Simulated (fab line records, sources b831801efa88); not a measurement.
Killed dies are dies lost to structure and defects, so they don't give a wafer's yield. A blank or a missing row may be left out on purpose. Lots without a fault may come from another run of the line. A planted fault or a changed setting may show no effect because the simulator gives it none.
A struck lot beside a sound one | flow sky130 | 18 steps out of a route of 708
Sound: wafers L711.1, L711.2, L711.4. Struck: wafer L713.6. (L713.3 of the same lot was not struck and is left out.) The cause comes at the end.
At each step with rows: each side's tool, then ch and its chambers, then its first start. Under that, the readings that differ: sound wafers | struck wafers | difference of the means | sigmas: that difference in standard deviations of wafers without a fault.
alike: readings whose means differ by less than 2 such deviations, and words and numbers that are the same on both sides. not compared: withheld readings, readings that some wafer has no value for, bounds like >300 that may hide the same value, and numbers for which the record gives no deviation and whose values overlap.
The two part at a step that has a row with sigmas, a row that says differs or no value, or rows on one side only. Numbers that don't overlap but have no deviation are shown without sigmas and don't part them. A reading that every wafer of one side lacks parts them only if that side has two wafers or more.

first, 2 steps without rows for these wafers: SKY_CONTACT_PEB_12; SKY_CONTACT_DEVELOP_13 (develop time 60 s).
SKY_CONTACT_CD_MEAS_14: target cd 170 nm.
  sound on cd_sem-01, day 34 15:13; struck on cd_sem-02, day 35 13:36
  alike: cd_nm
SKY_CONTACT_OVL_MEAS_15:
  sound on overlay-01, day 34 15:20; struck on overlay-02, day 35 13:41
  alike: CONTACT_OVL
SKY_CONTACT_ETCH_16: etches BARC in N2/H2, stops on SiO2, time 45.9 s, target depth 60 nm.
  sound on rie_diel-01 ch 0,1,2, day 34 15:22; struck on rie_diel-03 ch 1, day 35 13:43
  alike: drypump_motor_current_A, h2_flow_sccm, oes_product_au, throttle_valve_pct
  not compared: rf_hours_counter_h
SKY_CONTACT_ETCH_17: etches SiO2 in C4F8/O2/Ar, stops on Si3N4, target depth 340 nm.
  sound on rie_diel-01 ch 0,1,2, day 34 15:24; struck on rie_diel-03 ch 1, day 35 13:45
  alike: oes_product_au
SKY_CONTACT_ETCH_18: etches Si3N4 in CHF3/O2, stops on TiN, time 39 s, target depth 75 nm.
  sound on rie_diel-01 ch 0,1,2; struck on rie_diel-03 ch 1
  alike: drypump_motor_current_A, oes_product_au, throttle_valve_pct
  not compared: rf_hours_counter_h
SKY_CONTACT_STRIP_19: strips in O2/N2.
  sound on plasma_asher-02 ch 0,1, day 34 15:29; struck on plasma_asher-03 ch 0, day 35 13:53
  reading                     | sound       | struck | difference | sigmas
  drypump_motor_current_A (A) | 4.9 5.6 4.9 | 6.5    | +1.4       | +3
  alike: oes_product_au, strip_time_to_endpoint_s
  not compared: rf_hours_counter_h
then, 4 steps without rows for these wafers: SKY_CONTACT_STRIP_20 (strips in post etch residue remover, time 1200 s); SKY_CONTACT_CLEAN_21 (cleans in IPA, time 180 s); SKY_CONTACT_CLEAN_22 (cleans in O3/DIW); SKY_CONTACT_SPUTTER_23 (material TiN, target thk 20 nm, time 80 s).
SKY_CONTACT_CVD_24: deposits W, target thk 340 nm, time 102.12 s.
  sound on cvd_w-02 ch 0,1, day 34 16:09; struck on cvd_w-01 ch 1, day 35 14:33
  reading                               | sound             | struck | difference | sigmas
  model.W_of_CONTACT_CVD_24.thk_nm (nm) | 344.7 338.1 340.4 | 234.5  | -106.6     |
  alike: heater_power_w
SKY_CONTACT_RS_MEAS_25: measures by four-point-probe.
  sound on film_metro-04, day 34 16:16; struck on film_metro-04, day 35 14:57
  reading               | sound             | struck | difference | sigmas
  CONTACT_W_RS (ohm/sq) | 0.333 0.340 0.337 | 0.493  | +0.156     | +49
  not compared: hold
SKY_CONTACT_THK_MEAS_26: measures by xrf.
  sound on film_metro-04, day 34 16:23; struck on film_metro-04, day 35 19:22
  reading            | sound       | struck | difference | sigmas
  CONTACT_W_THK (nm) | 345 341 341 | 234    | -108       | -29
  not compared: hold
SKY_CONTACT_CMP_27: polishes, stops on SiO2, t overpolish 15 s, target thk 0 nm.
  sound on cmp-01 ch 1,2,3, day 34 16:29; struck on cmp-01 ch 2, day 36 01:36
  reading                    | sound             | struck                   | difference                   | sigmas
  hold                       | - - -             | await_dispo/6.2h/release | no value on the sound wafers |
  slurry_filter_dp_kPa (kPa) | 13.55 13.59 13.21 | 13.79                    | +0.34                        | +2
  time_to_endpoint_s (s)     | 76 81 79          | 61                       | -18                          | -6
  alike: motor_current_A
SKY_METAL1_SPUTTER_00: material Ti, target thk 15 nm, time 10 s.
  sound on pvd_sputter-03, day 34 16:44; struck on pvd_sputter-04, day 36 01:54
  alike: throttle_valve_pct
then, 1 step without rows for these wafers: SKY_PAD_OPEN_PROBE_99.

WHERE THEY PART
First at SKY_CONTACT_STRIP_19; last, within this record, at SKY_CONTACT_CMP_27. Later steps at which nothing parts them and some readings are alike: SKY_METAL1_SPUTTER_00.

WHY: what the simulator had put in
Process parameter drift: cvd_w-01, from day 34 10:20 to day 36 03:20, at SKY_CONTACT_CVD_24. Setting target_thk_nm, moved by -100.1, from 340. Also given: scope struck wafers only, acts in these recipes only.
